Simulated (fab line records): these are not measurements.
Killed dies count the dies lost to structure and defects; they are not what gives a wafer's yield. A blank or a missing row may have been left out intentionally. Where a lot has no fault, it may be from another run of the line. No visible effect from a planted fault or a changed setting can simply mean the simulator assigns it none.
fab line records / flow sky130
[record] lots = 5 wafers = 14 last_day = 50
route steps=708 shown METAL5@662 PAD_OPEN@708
lots with no fault: from the same line, run without faults
start_h: start of the lot's first displayed wafer, in hours after the record's first day / wait_h: how many hours have passed since the lot's step before this one / " unchanged from the row above / L1.1+2: one row covering several wafers at once / - no value present, or no start provided / * or withheld: withheld / < > ~ a bound
route shown NAME@n: NAME is a module with steps in the file, n the number in the route of the first one / usual: mean and standard deviation over wafers with no fault / same: alike in all rows / chamber/n: place in a boat / sites: each site's reading / _std_site: their standard deviation / _edge_site: the outer-site mean with the inner-site mean subtracted / radius_mm: for every site, how far away it sits from the centre of the wafer / mask NAME#n: copy n / behind: the tool/chamber that last shaped the wafer / hold: cause of the lot's hold/its duration in hours/its outcome / device: which transistor (n, p or np) failed to switch / end of line: tests of these same wafers at the route's end / a step with no rows: only its recipe / killed: dies that structure and defects cost at the first sort, which is not the same as the wafer's yield / map: a wafer's dies, x killed, . not, _ none there
set.NAME: the run value of the setting; set.NAME@STEP: its run value at that earlier step / model.NAME: the simulator's own value behind a step, which no gauge read
lots seen at some steps along the route; tables by step, rows by wafer
services: the hour from which a tool's chamber was out of use, counted from the record's first day as start_h (under 0 if before that day), plus the number of hours and why
[[steps]]
[step SKY_METAL5_SPUTTER_01]
[recipe] material = TiN target_thk_nm = 20 power_w = 6500 time_s = 16.7 chamber_pressure_pa = 0.4
[usual] throttle_valve_pct = 30.1/1.1
lot.wafer=L753.1 tool=pvd_sputter-01 chamber=- start_h=1038.17 wait_h=0.0 throttle_valve_pct=30.7
lot.wafer=L753.4 tool=pvd_sputter-01 chamber=- start_h=1038.17 wait_h=0.0 throttle_valve_pct=27.9
lot.wafer=L753.6 tool=pvd_sputter-01 chamber=- start_h=1038.17 wait_h=0.0 throttle_valve_pct=29.6
lot.wafer=L760.1 tool=pvd_sputter-03 chamber=- start_h=1091.87 wait_h=0.0 throttle_valve_pct=30.9
lot.wafer=L760.5 tool=pvd_sputter-03 chamber=- start_h=1091.87 wait_h=0.0 throttle_valve_pct=28.7
lot.wafer=L765.1 tool=pvd_sputter-03 chamber=- start_h=1107.29 wait_h=0.0 throttle_valve_pct=29.4
lot.wafer=L765.4 tool=pvd_sputter-03 chamber=- start_h=1107.29 wait_h=0.0 throttle_valve_pct=31.6
lot.wafer=L765.5 tool=pvd_sputter-03 chamber=- start_h=1107.29 wait_h=0.0 throttle_valve_pct=30.9
lot.wafer=L769.1 tool=pvd_sputter-03 chamber=- start_h=1134.75 wait_h=0.0 throttle_valve_pct=28.9
lot.wafer=L769.2 tool=pvd_sputter-03 chamber=- start_h=1134.75 wait_h=0.0 throttle_valve_pct=30.7
lot.wafer=L769.6 tool=pvd_sputter-03 chamber=- start_h=1134.75 wait_h=0.0 throttle_valve_pct=31.6
lot.wafer=L771.1 tool=pvd_sputter-04 chamber=- start_h=1141.88 wait_h=0.0 throttle_valve_pct=31.5
lot.wafer=L771.5 tool=pvd_sputter-04 chamber=- start_h=1141.88 wait_h=0.0 throttle_valve_pct=28.2
lot.wafer=L771.6 tool=pvd_sputter-04 chamber=- start_h=1141.88 wait_h=0.0 throttle_valve_pct=31.1
[step SKY_METAL5_SPUTTER_02]
[recipe] material = AlCu target_thk_nm = 1150 power_w = 10600 time_s = 61.2 chamber_pressure_pa = 0.4
[usual] throttle_valve_pct = 30.1/1.1
lot.wafer=L753.1 tool=pvd_sputter-01 chamber=- start_h=1038.20 wait_h=0.0 throttle_valve_pct=30.7
lot.wafer=L753.4 tool=pvd_sputter-01 chamber=- start_h=1038.20 wait_h=0.0 throttle_valve_pct=28.0
lot.wafer=L753.6 tool=pvd_sputter-01 chamber=- start_h=1038.20 wait_h=0.0 throttle_valve_pct=29.8
lot.wafer=L760.1 tool=pvd_sputter-03 chamber=- start_h=1091.90 wait_h=0.0 throttle_valve_pct=30.5
lot.wafer=L760.5 tool=pvd_sputter-03 chamber=- start_h=1091.90 wait_h=0.0 throttle_valve_pct=28.6
lot.wafer=L765.1 tool=pvd_sputter-03 chamber=- start_h=1107.32 wait_h=0.0 throttle_valve_pct=29.7
lot.wafer=L765.4 tool=pvd_sputter-03 chamber=- start_h=1107.32 wait_h=0.0 throttle_valve_pct=31.6
lot.wafer=L765.5 tool=pvd_sputter-03 chamber=- start_h=1107.32 wait_h=0.0 throttle_valve_pct=30.8
lot.wafer=L769.1 tool=pvd_sputter-03 chamber=- start_h=1134.78 wait_h=0.0 throttle_valve_pct=28.7
lot.wafer=L769.2 tool=pvd_sputter-03 chamber=- start_h=1134.78 wait_h=0.0 throttle_valve_pct=31.2
lot.wafer=L769.6 tool=pvd_sputter-03 chamber=- start_h=1134.78 wait_h=0.0 throttle_valve_pct=31.4
lot.wafer=L771.1 tool=pvd_sputter-04 chamber=- start_h=1141.90 wait_h=0.0 throttle_valve_pct=31.5
lot.wafer=L771.5 tool=pvd_sputter-04 chamber=- start_h=1141.90 wait_h=0.0 throttle_valve_pct=28.2
lot.wafer=L771.6 tool=pvd_sputter-04 chamber=- start_h=1141.90 wait_h=0.0 throttle_valve_pct=31.4
[step SKY_METAL5_SPUTTER_03]
[recipe] material = Ti target_thk_nm = 5 power_w = 3000 time_s = 3.3 chamber_pressure_pa = 0.4
[usual] throttle_valve_pct = 30.1/1.1
lot.wafer=L753.1 tool=pvd_sputter-01 chamber=- start_h=1038.25 wait_h=0.0 throttle_valve_pct=30.5
lot.wafer=L753.4 tool=pvd_sputter-01 chamber=- start_h=1038.25 wait_h=0.0 throttle_valve_pct=27.8
lot.wafer=L753.6 tool=pvd_sputter-01 chamber=- start_h=1038.25 wait_h=0.0 throttle_valve_pct=29.6
lot.wafer=L760.1 tool=pvd_sputter-03 chamber=- start_h=1091.95 wait_h=0.0 throttle_valve_pct=30.6
lot.wafer=L760.5 tool=pvd_sputter-03 chamber=- start_h=1091.95 wait_h=0.0 throttle_valve_pct=28.5
lot.wafer=L765.1 tool=pvd_sputter-03 chamber=- start_h=1107.37 wait_h=0.0 throttle_valve_pct=29.9
lot.wafer=L765.4 tool=pvd_sputter-03 chamber=- start_h=1107.37 wait_h=0.0 throttle_valve_pct=31.6
lot.wafer=L765.5 tool=pvd_sputter-03 chamber=- start_h=1107.37 wait_h=0.0 throttle_valve_pct=30.8
lot.wafer=L769.1 tool=pvd_sputter-03 chamber=- start_h=1134.83 wait_h=0.0 throttle_valve_pct=28.7
lot.wafer=L769.2 tool=pvd_sputter-03 chamber=- start_h=1134.83 wait_h=0.0 throttle_valve_pct=30.6
lot.wafer=L769.6 tool=pvd_sputter-03 chamber=- start_h=1134.83 wait_h=0.0 throttle_valve_pct=31.6
lot.wafer=L771.1 tool=pvd_sputter-04 chamber=- start_h=1141.95 wait_h=0.0 throttle_valve_pct=31.5
lot.wafer=L771.5 tool=pvd_sputter-04 chamber=- start_h=1141.95 wait_h=0.0 throttle_valve_pct=28.3
lot.wafer=L771.6 tool=pvd_sputter-04 chamber=- start_h=1141.95 wait_h=0.0 throttle_valve_pct=31.3
[step SKY_METAL5_SPUTTER_04]
[recipe] material = TiN target_thk_nm = 70 power_w = 6500 time_s = 58.3 chamber_pressure_pa = 0.4
[usual] throttle_valve_pct = 30.1/1.1
lot.wafer=L753.1 tool=pvd_sputter-01 chamber=- start_h=1038.27 wait_h=0.0 throttle_valve_pct=30.4
lot.wafer=L753.4 tool=pvd_sputter-01 chamber=- start_h=1038.27 wait_h=0.0 throttle_valve_pct=28.1
lot.wafer=L753.6 tool=pvd_sputter-01 chamber=- start_h=1038.27 wait_h=0.0 throttle_valve_pct=29.7
lot.wafer=L760.1 tool=pvd_sputter-03 chamber=- start_h=1091.97 wait_h=0.0 throttle_valve_pct=30.7
lot.wafer=L760.5 tool=pvd_sputter-03 chamber=- start_h=1091.97 wait_h=0.0 throttle_valve_pct=29.0
lot.wafer=L765.1 tool=pvd_sputter-03 chamber=- start_h=1107.39 wait_h=0.0 throttle_valve_pct=30.0
lot.wafer=L765.4 tool=pvd_sputter-03 chamber=- start_h=1107.39 wait_h=0.0 throttle_valve_pct=31.9
lot.wafer=L765.5 tool=pvd_sputter-03 chamber=- start_h=1107.39 wait_h=0.0 throttle_valve_pct=30.6
lot.wafer=L769.1 tool=pvd_sputter-03 chamber=- start_h=1134.85 wait_h=0.0 throttle_valve_pct=28.7
lot.wafer=L769.2 tool=pvd_sputter-03 chamber=- start_h=1134.85 wait_h=0.0 throttle_valve_pct=30.7
lot.wafer=L769.6 tool=pvd_sputter-03 chamber=- start_h=1134.85 wait_h=0.0 throttle_valve_pct=31.9
lot.wafer=L771.1 tool=pvd_sputter-04 chamber=- start_h=1141.97 wait_h=0.0 throttle_valve_pct=31.2
lot.wafer=L771.5 tool=pvd_sputter-04 chamber=- start_h=1141.97 wait_h=0.0 throttle_valve_pct=28.5
lot.wafer=L771.6 tool=pvd_sputter-04 chamber=- start_h=1141.97 wait_h=0.0 throttle_valve_pct=31.3
[step SKY_METAL5_RS_MEAS_05]
[recipe] thk_meas_gauge = four-point-probe reads = TiN_of_METAL5_SPUTTER_04+Ti_of_METAL5_SPUTTER_03+AlCu_of_METAL5_SPUTTER_02+TiN_of_METAL5_SPUTTER_01+Ti_of_METAL5_SPUTTER_00
[usual] METAL5_ALCU_RS = 0.02706/0.00027
lot.wafer=L753.1 tool=film_metro-03 chamber=- start_h=1038.32 wait_h=0.0 METAL5_ALCU_RS[ohm/sq]=0.02712
lot.wafer=L753.4 tool=film_metro-03 chamber=- start_h=1038.32 wait_h=0.0 METAL5_ALCU_RS[ohm/sq]=0.02707
lot.wafer=L753.6 tool=film_metro-03 chamber=- start_h=1038.32 wait_h=0.0 METAL5_ALCU_RS[ohm/sq]=0.02709
lot.wafer=L760.1 tool=film_metro-04 chamber=- start_h=1092.02 wait_h=0.0 METAL5_ALCU_RS[ohm/sq]=0.02696
lot.wafer=L760.5 tool=film_metro-04 chamber=- start_h=1092.02 wait_h=0.0 METAL5_ALCU_RS[ohm/sq]=0.02722
lot.wafer=L765.1 tool=film_metro-04 chamber=- start_h=1107.44 wait_h=0.0 METAL5_ALCU_RS[ohm/sq]=0.02654
lot.wafer=L765.4 tool=film_metro-04 chamber=- start_h=1107.44 wait_h=0.0 METAL5_ALCU_RS[ohm/sq]=0.02677
lot.wafer=L765.5 tool=film_metro-04 chamber=- start_h=1107.44 wait_h=0.0 METAL5_ALCU_RS[ohm/sq]=0.02661
lot.wafer=L769.1 tool=film_metro-04 chamber=- start_h=1134.90 wait_h=0.0 METAL5_ALCU_RS[ohm/sq]=0.02743
lot.wafer=L769.2 tool=film_metro-04 chamber=- start_h=1134.90 wait_h=0.0 METAL5_ALCU_RS[ohm/sq]=0.0276
lot.wafer=L769.6 tool=film_metro-04 chamber=- start_h=1134.90 wait_h=0.0 METAL5_ALCU_RS[ohm/sq]=0.02774
lot.wafer=L771.1 tool=film_metro-04 chamber=- start_h=1142.02 wait_h=0.0 METAL5_ALCU_RS[ohm/sq]=0.02712
lot.wafer=L771.5 tool=film_metro-04 chamber=- start_h=1142.02 wait_h=0.0 METAL5_ALCU_RS[ohm/sq]=0.02704
lot.wafer=L771.6 tool=film_metro-04 chamber=- start_h=1142.02 wait_h=0.0 METAL5_ALCU_RS[ohm/sq]=0.02705
[step SKY_METAL5_THK_MEAS_06]
[recipe] thk_meas_gauge = xrf reads = AlCu_of_METAL5_SPUTTER_02
[usual] METAL5_ALCU_THK = 1171/13
lot.wafer=L753.1 tool=film_metro-03 chamber=- start_h=1038.44 wait_h=0.1 METAL5_ALCU_THK[nm]=1186
lot.wafer=L753.4 tool=film_metro-03 chamber=- start_h=1038.44 wait_h=0.1 METAL5_ALCU_THK[nm]=1184
lot.wafer=L753.6 tool=film_metro-03 chamber=- start_h=1038.44 wait_h=0.1 METAL5_ALCU_THK[nm]=1186
lot.wafer=L760.1 tool=film_metro-04 chamber=- start_h=1092.14 wait_h=0.1 METAL5_ALCU_THK[nm]=1168
lot.wafer=L760.5 tool=film_metro-04 chamber=- start_h=1092.14 wait_h=0.1 METAL5_ALCU_THK[nm]=1162
lot.wafer=L765.1 tool=film_metro-04 chamber=- start_h=1107.56 wait_h=0.1 METAL5_ALCU_THK[nm]=1180
lot.wafer=L765.4 tool=film_metro-04 chamber=- start_h=1107.56 wait_h=0.1 METAL5_ALCU_THK[nm]=1162
lot.wafer=L765.5 tool=film_metro-04 chamber=- start_h=1107.56 wait_h=0.1 METAL5_ALCU_THK[nm]=1177
lot.wafer=L769.1 tool=film_metro-04 chamber=- start_h=1135.02 wait_h=0.1 METAL5_ALCU_THK[nm]=1149
lot.wafer=L769.2 tool=film_metro-04 chamber=- start_h=1135.02 wait_h=0.1 METAL5_ALCU_THK[nm]=1136
lot.wafer=L769.6 tool=film_metro-04 chamber=- start_h=1135.02 wait_h=0.1 METAL5_ALCU_THK[nm]=1133
lot.wafer=L771.1 tool=film_metro-04 chamber=- start_h=1142.14 wait_h=0.1 METAL5_ALCU_THK[nm]=1169
lot.wafer=L771.5 tool=film_metro-04 chamber=- start_h=1142.14 wait_h=0.1 METAL5_ALCU_THK[nm]=1166
lot.wafer=L771.6 tool=film_metro-04 chamber=- start_h=1142.14 wait_h=0.1 METAL5_ALCU_THK[nm]=1170
[step SKY_METAL5_DEHYDRATE_07]
[recipe] temp_c = 200 time_s = 60
[step SKY_METAL5_HMDS_08]
[recipe] prime_time_s = 60 prime_temp_c = 120
[step SKY_METAL5_COAT_09]
[recipe] resist = NOVOLAK spin_rpm = 3000 resist_thk_nm = 1800
[step SKY_METAL5_SOFTBAKE_10]
[recipe] temp_c = 90 time_s = 60 resist = NOVOLAK
[step SKY_METAL5_EXPOSE_11]
[recipe] mask_id = MM5 na = 0.6 source_shape = conventional sigma_outer = 0.6 polarization = unpolarized target_cd_nm = 1600 dose_mj = 190
[step SKY_METAL5_PEB_12]
[recipe] temp_c = withheld time_s = * resist = NOVOLAK
[step SKY_METAL5_DEVELOP_13]
[recipe] resist = NOVOLAK developer = TMAH develop_time_s = 60 dev_temp_c = 23
lot.wafer=L753.1+4+6 tool=litho_track-04 chamber=0 start_h=1059.53 wait_h=0.1
lot.wafer=L760.1+5 tool=litho_track-04 chamber=0 start_h=1111.98 wait_h=0.1
lot.wafer=L765.1+4+5 tool=litho_track-02 chamber=0 start_h=1127.41 wait_h=0.1
lot.wafer=L769.1+2+6 tool=litho_track-02 chamber=0 start_h=1153.61 wait_h=0.1
lot.wafer=L771.1+5+6 tool=litho_track-02 chamber=0 start_h=1160.26 wait_h=0.1
[step SKY_METAL5_DESCUM_14]
[recipe] chemistry = O2 source_power_w = 150 bias_power_w = 0 pressure_mtorr = 10 temp_c = 40 time_s = 11
[usual] chamber_pressure_mTorr = 10.000/0.0092 drypump_motor_current_A = 5.9/0.53 oes_product_au = 1.008/0.0088
lot.wafer=L753.1 tool=rie_metal-04 chamber=1 start_h=1059.68 wait_h=0.1 chamber_pressure_mTorr=10.000 drypump_motor_current_A=6.4 oes_product_au=0.999 rf_hours_counter_h=20 model.METAL5.cd_nm=1596
lot.wafer=L753.4 tool=rie_metal-04 chamber=1 start_h=1059.68 wait_h=0.1 chamber_pressure_mTorr=10.002 drypump_motor_current_A=6.5 oes_product_au=0.993 rf_hours_counter_h=- model.METAL5.cd_nm=1597
lot.wafer=L753.6 tool=rie_metal-04 chamber=0 start_h=1059.68 wait_h=0.1 chamber_pressure_mTorr=9.996 drypump_motor_current_A=5.6 oes_product_au=1.007 rf_hours_counter_h=- model.METAL5.cd_nm=1598
lot.wafer=L760.1 tool=rie_metal-03 chamber=1 start_h=1112.13 wait_h=0.1 chamber_pressure_mTorr=9.991 drypump_motor_current_A=5.1 oes_product_au=1.000 rf_hours_counter_h=14 model.METAL5.cd_nm=1611
lot.wafer=L760.5 tool=rie_metal-03 chamber=0 start_h=1112.13 wait_h=0.1 chamber_pressure_mTorr=9.994 drypump_motor_current_A=6.6 oes_product_au=1.018 rf_hours_counter_h=- model.METAL5.cd_nm=1613
lot.wafer=L765.1 tool=rie_metal-04 chamber=1 start_h=1127.56 wait_h=0.1 chamber_pressure_mTorr=9.993 drypump_motor_current_A=6.4 oes_product_au=0.997 rf_hours_counter_h=24 model.METAL5.cd_nm=1603
lot.wafer=L765.4 tool=rie_metal-04 chamber=0 start_h=1127.56 wait_h=0.1 chamber_pressure_mTorr=10.013 drypump_motor_current_A=5.6 oes_product_au=1.013 rf_hours_counter_h=- model.METAL5.cd_nm=1601
lot.wafer=L765.5 tool=rie_metal-04 chamber=0 start_h=1127.56 wait_h=0.1 chamber_pressure_mTorr=9.997 drypump_motor_current_A=5.6 oes_product_au=1.000 rf_hours_counter_h=- model.METAL5.cd_nm=1603
lot.wafer=L769.1 tool=rie_metal-03 chamber=0 start_h=1153.76 wait_h=0.1 chamber_pressure_mTorr=9.992 drypump_motor_current_A=6.6 oes_product_au=1.025 rf_hours_counter_h=9 model.METAL5.cd_nm=1600
lot.wafer=L769.2 tool=rie_metal-03 chamber=1 start_h=1153.76 wait_h=0.1 chamber_pressure_mTorr=9.997 drypump_motor_current_A=5.1 oes_product_au=1.019 rf_hours_counter_h=18 model.METAL5.cd_nm=1599
lot.wafer=L769.6 tool=rie_metal-03 chamber=1 start_h=1153.76 wait_h=0.1 chamber_pressure_mTorr=9.991 drypump_motor_current_A=5.1 oes_product_au=1.010 rf_hours_counter_h=- model.METAL5.cd_nm=1598
lot.wafer=L771.1 tool=rie_metal-01 chamber=1 start_h=1160.41 wait_h=0.1 chamber_pressure_mTorr=10.001 drypump_motor_current_A=5.8 oes_product_au=1.005 rf_hours_counter_h=7 model.METAL5.cd_nm=1603
lot.wafer=L771.5 tool=rie_metal-01 chamber=0 start_h=1160.41 wait_h=0.1 chamber_pressure_mTorr=9.991 drypump_motor_current_A=5.8 oes_product_au=1.010 rf_hours_counter_h=- model.METAL5.cd_nm=1603
lot.wafer=L771.6 tool=rie_metal-01 chamber=1 start_h=1160.41 wait_h=0.1 chamber_pressure_mTorr=9.977 drypump_motor_current_A=5.8 oes_product_au=1.003 rf_hours_counter_h=- model.METAL5.cd_nm=1603
[step SKY_METAL5_METAL_ETCH_15]
[recipe] target_depth_a = 12600 stop_on = SiO2 over_etch_frac = 0.2 time_s = 252 chemistry = Cl2/BCl3 resist_sidewall_deg = 86 pressure_mtorr = 10 icp_w = 900 bias_w = 48.5 Cl2_flow_sccm = 60 bcl3_flow_sccm = 30
[usual] chamber_pressure_mTorr = 10.000/0.0084 drypump_motor_current_A = 5.9/0.53 oes_product_au = 0.893/0.0046 throttle_valve_pct = 22.263/0.01
lot.wafer=L753.1 tool=rie_metal-04 chamber=1 start_h=1059.71 wait_h=0.0 chamber_pressure_mTorr=10.002 drypump_motor_current_A=6.4 oes_product_au=0.890 rf_hours_counter_h=20 throttle_valve_pct=22.263
lot.wafer=L753.4 tool=rie_metal-04 chamber=1 start_h=1059.71 wait_h=0.0 chamber_pressure_mTorr=9.997 drypump_motor_current_A=6.5 oes_product_au=0.891 rf_hours_counter_h=- throttle_valve_pct=22.247
lot.wafer=L753.6 tool=rie_metal-04 chamber=0 start_h=1059.71 wait_h=0.0 chamber_pressure_mTorr=9.995 drypump_motor_current_A=5.6 oes_product_au=0.890 rf_hours_counter_h=- throttle_valve_pct=22.258
lot.wafer=L760.1 tool=rie_metal-03 chamber=1 start_h=1112.16 wait_h=0.0 chamber_pressure_mTorr=9.998 drypump_motor_current_A=5.1 oes_product_au=0.899 rf_hours_counter_h=14 throttle_valve_pct=22.265
lot.wafer=L760.5 tool=rie_metal-03 chamber=0 start_h=1112.16 wait_h=0.0 chamber_pressure_mTorr=9.997 drypump_motor_current_A=6.6 oes_product_au=0.892 rf_hours_counter_h=- throttle_valve_pct=22.270
lot.wafer=L765.1 tool=rie_metal-04 chamber=1 start_h=1127.60 wait_h=0.0 chamber_pressure_mTorr=10.004 drypump_motor_current_A=6.5 oes_product_au=0.896 rf_hours_counter_h=24 throttle_valve_pct=22.252
lot.wafer=L765.4 tool=rie_metal-04 chamber=0 start_h=1127.60 wait_h=0.0 chamber_pressure_mTorr=10.017 drypump_motor_current_A=5.6 oes_product_au=0.895 rf_hours_counter_h=- throttle_valve_pct=22.250
lot.wafer=L765.5 tool=rie_metal-04 chamber=0 start_h=1127.60 wait_h=0.0 chamber_pressure_mTorr=10.000 drypump_motor_current_A=5.6 oes_product_au=0.901 rf_hours_counter_h=- throttle_valve_pct=22.273
lot.wafer=L769.1 tool=rie_metal-03 chamber=0 start_h=1153.80 wait_h=0.0 chamber_pressure_mTorr=9.998 drypump_motor_current_A=6.6 oes_product_au=0.895 rf_hours_counter_h=9 throttle_valve_pct=22.270
lot.wafer=L769.2 tool=rie_metal-03 chamber=1 start_h=1153.80 wait_h=0.0 chamber_pressure_mTorr=10.001 drypump_motor_current_A=5.1 oes_product_au=0.901 rf_hours_counter_h=18 throttle_valve_pct=22.285
lot.wafer=L769.6 tool=rie_metal-03 chamber=1 start_h=1153.80 wait_h=0.0 chamber_pressure_mTorr=9.998 drypump_motor_current_A=5.1 oes_product_au=0.892 rf_hours_counter_h=- throttle_valve_pct=22.246
lot.wafer=L771.1 tool=rie_metal-01 chamber=1 start_h=1160.45 wait_h=0.0 chamber_pressure_mTorr=10.000 drypump_motor_current_A=5.8 oes_product_au=0.892 rf_hours_counter_h=7 throttle_valve_pct=22.258
lot.wafer=L771.5 tool=rie_metal-01 chamber=0 start_h=1160.45 wait_h=0.0 chamber_pressure_mTorr=10.007 drypump_motor_current_A=5.9 oes_product_au=0.891 rf_hours_counter_h=- throttle_valve_pct=22.247
lot.wafer=L771.6 tool=rie_metal-01 chamber=1 start_h=1160.45 wait_h=0.0 chamber_pressure_mTorr=10.002 drypump_motor_current_A=5.8 oes_product_au=0.887 rf_hours_counter_h=- throttle_valve_pct=22.262
[step SKY_PAD_OPEN_PROBE_99]
[usual] defect_limited_yield = 82.3/2 killed_at_M0_to_M3 = 44/7.5 killed_at_M4_up = 2.9/1.8 killed_at_contacts = 24/5.1 killed_at_front_end = 16/4.7 killed_at_other = 0.3/0.46 killed_dies = 87/9.9 killed_open = 47/8 killed_short = 39/6.3 sort_bin_3_pad_short = 0.8/0.43 sort_bin_5_function = 10.6/1.6 sort_bin_6_memory = 6.3/1.1 sort_n_pass = 405/9.9 sort_yield_pct = 82.3/2
[same] gross_dies = 492 killed_at_back_side = 0 sort_bin_4_leakage[%] = 0 sort_bin_8_speed[%] = 0
lot.wafer=L753.1 tool=prober-01 chamber=- start_h=1103.70 wait_h=0.1 defect_limited_yield[%]=79.1 killed_at_M0_to_M3=51 killed_at_M4_up=2 killed_at_contacts=28 killed_at_front_end=22 killed_at_other=0 killed_dies=103 killed_open=57 killed_short=46 sort_bin_3_pad_short[%]=1.2 sort_bin_5_function[%]=13.2 sort_bin_6_memory[%]=6.5 sort_n_pass=389 sort_yield_pct[%]=79.1
lot.wafer=L753.4 tool=prober-01 chamber=- start_h=1103.85 wait_h=0.2 defect_limited_yield[%]=80.1 killed_at_M0_to_M3=53 killed_at_M4_up=1 killed_at_contacts=28 killed_at_front_end=16 killed_at_other=0 killed_dies=98 killed_open=55 killed_short=43 sort_bin_3_pad_short[%]=0.6 sort_bin_5_function[%]=12.4 sort_bin_6_memory[%]=6.9 sort_n_pass=394 sort_yield_pct[%]=80.1
lot.wafer=L753.6 tool=prober-01 chamber=- start_h=1103.95 wait_h=0.2 defect_limited_yield[%]=82.7 killed_at_M0_to_M3=41 killed_at_M4_up=0 killed_at_contacts=29 killed_at_front_end=14 killed_at_other=1 killed_dies=85 killed_open=46 killed_short=38 sort_bin_3_pad_short[%]=0.8 sort_bin_5_function[%]=9.3 sort_bin_6_memory[%]=7.1 sort_n_pass=407 sort_yield_pct[%]=82.7
lot.wafer=L765.1 tool=prober-01 chamber=- start_h=1167.20 wait_h=0.1 defect_limited_yield[%]=81.9 killed_at_M0_to_M3=40 killed_at_M4_up=3 killed_at_contacts=25 killed_at_front_end=21 killed_at_other=0 killed_dies=89 killed_open=40 killed_short=48 sort_bin_3_pad_short[%]=0.8 sort_bin_5_function[%]=11.8 sort_bin_6_memory[%]=5.5 sort_n_pass=403 sort_yield_pct[%]=81.9
lot.wafer=L765.4 tool=prober-01 chamber=- start_h=1167.35 wait_h=0.2 defect_limited_yield[%]=83.7 killed_at_M0_to_M3=33 killed_at_M4_up=5 killed_at_contacts=25 killed_at_front_end=16 killed_at_other=1 killed_dies=80 killed_open=41 killed_short=39 sort_bin_3_pad_short[%]=0.8 sort_bin_5_function[%]=9.6 sort_bin_6_memory[%]=5.9 sort_n_pass=412 sort_yield_pct[%]=83.7
lot.wafer=L765.5 tool=prober-01 chamber=- start_h=1167.40 wait_h=0.2 defect_limited_yield[%]=81.9 killed_at_M0_to_M3=48 killed_at_M4_up=2 killed_at_contacts=20 killed_at_front_end=19 killed_at_other=0 killed_dies=89 killed_open=49 killed_short=39 sort_bin_3_pad_short[%]=1.2 sort_bin_5_function[%]=10.2 sort_bin_6_memory[%]=6.7 sort_n_pass=403 sort_yield_pct[%]=81.9
// killed by level:class
L753.1 VIA1:geometric_particle:open=14 CONTACT:geometric_particle:open=8 POLY_GATE:geometric_particle:short=7 VIA2:geometric_particle:open=7 POLY_GATE:geometric_particle:open=6 VIA3:geometric_particle:open=6 FIELD_ISO:geometric_particle:open=5 LI_CONTACT:geometric_particle:open=5
L753.4 VIA1:geometric_particle:open=18 CONTACT:geometric_particle:open=9 VIA3:geometric_particle:open=7 LI_CONTACT:geometric_particle:short=6 METAL2:geometric_particle:short=5 LI_CONTACT:geometric_particle:open=5 CONTACT:geometric_particle:short=5 METAL1:geometric_particle:short=4
L753.6 CONTACT:geometric_particle:open=9 METAL2:geometric_particle:short=9 VIA1:geometric_particle:open=9 LI_CONTACT:geometric_particle:open=8 VIA2:geometric_particle:open=5 VIA1:geometric_particle:short=5 LOCAL_INTERCONNECT:geometric_particle:short=4 METAL1:geometric_particle:short=4
L765.1 VIA1:geometric_particle:open=10 CONTACT:geometric_particle:open=8 POLY_GATE:geometric_particle:short=7 CONTACT:geometric_particle:short=7 FIELD_ISO:geometric_particle:short=5 VIA2:geometric_particle:open=5 VIA1:geometric_particle:short=5 FIELD_ISO:geometric_particle:open=4
L765.4 CONTACT:geometric_particle:open=9 VIA1:geometric_particle:open=8 FIELD_ISO:geometric_particle:open=7 LI_CONTACT:geometric_particle:open=5 CONTACT:geometric_particle:short=5 VIA3:geometric_particle:open=5 METAL4:geometric_particle:short=5 FIELD_ISO:geometric_particle:short=4
L765.5 VIA1:geometric_particle:open=11 VIA2:geometric_particle:open=9 LI_CONTACT:geometric_particle:open=6 CONTACT:geometric_particle:open=6 METAL3:geometric_particle:short=6 POLY_GATE:geometric_particle:open=5 CONTACT:geometric_particle:short=5 METAL2:geometric_particle:short=4
[[services]]
tool=rie_metal-03 chamber=0 start_h=1014.80 hours=- kind=clean
tool=rie_metal-03 chamber=0 start_h=1014.80 hours=17.2 kind=scheduled_down
tool=rie_metal-03 chamber=0 start_h=1014.80 hours=17.2 kind=vent_cycle
tool=rie_metal-04 chamber=0 start_h=1029.47 hours=- kind=clean
tool=rie_metal-04 chamber=0 start_h=1029.47 hours=15.6 kind=scheduled_down
tool=rie_metal-04 chamber=0 start_h=1029.47 hours=15.6 kind=vent_cycle
tool=rie_metal-01 chamber=1 start_h=1039.55 hours=- kind=clean
tool=pvd_sputter-03 chamber=1 start_h=1068.82 hours=- kind=consumable_replace:kit
tool=pvd_sputter-03 chamber=1 start_h=1068.82 hours=18.0 kind=scheduled_down
tool=pvd_sputter-03 chamber=1 start_h=1068.82 hours=18.0 kind=vent_cycle
tool=pvd_sputter-01 chamber=1 start_h=1083.67 hours=- kind=consumable_replace:kit
tool=pvd_sputter-01 chamber=1 start_h=1083.67 hours=18.0 kind=scheduled_down
tool=pvd_sputter-01 chamber=1 start_h=1083.67 hours=18.0 kind=vent_cycle
tool=pvd_sputter-04 chamber=3 start_h=1095.60 hours=- kind=consumable_replace:kit
tool=pvd_sputter-04 chamber=3 start_h=1095.60 hours=18.0 kind=scheduled_down
tool=pvd_sputter-04 chamber=3 start_h=1095.60 hours=18.0 kind=vent_cycle
tool=pvd_sputter-03 chamber=0 start_h=1132.56 hours=- kind=consumable_replace:kit
tool=pvd_sputter-03 chamber=0 start_h=1132.56 hours=18.0 kind=scheduled_down
tool=pvd_sputter-03 chamber=0 start_h=1132.56 hours=18.0 kind=vent_cycle
tool=pvd_sputter-04 chamber=- start_h=1134.25 hours=5.6 kind=repair
tool=rie_metal-04 chamber=1 start_h=1158.51 hours=- kind=clean
tool=rie_metal-04 chamber=1 start_h=1158.51 hours=- kind=consumable_replace:focus_ring
tool=rie_metal-04 chamber=1 start_h=1158.51 hours=28.2 kind=scheduled_down
tool=rie_metal-04 chamber=1 start_h=1158.51 hours=28.2 kind=vent_cycle
[[key]]
first_sign none at tools or gauges
[model_effect] step = SKY_METAL5_DESCUM_14 value = METAL5.cd_nm without = 1599 struck = 1612
met_at SKY_METAL5_DEVELOP_13
struck_wafers L760.1,L760.5
onset_between 1059.53 1111.98
[fault] kind = process_parameter_drift tool = litho_track-04 chamber = - onset_h = 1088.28 steps = SKY_METAL5_DEVELOP_13 channel = develop_time_s offset = * shape = step end_h = 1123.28 scope = struck_wafers_only acts_in = * stated = *
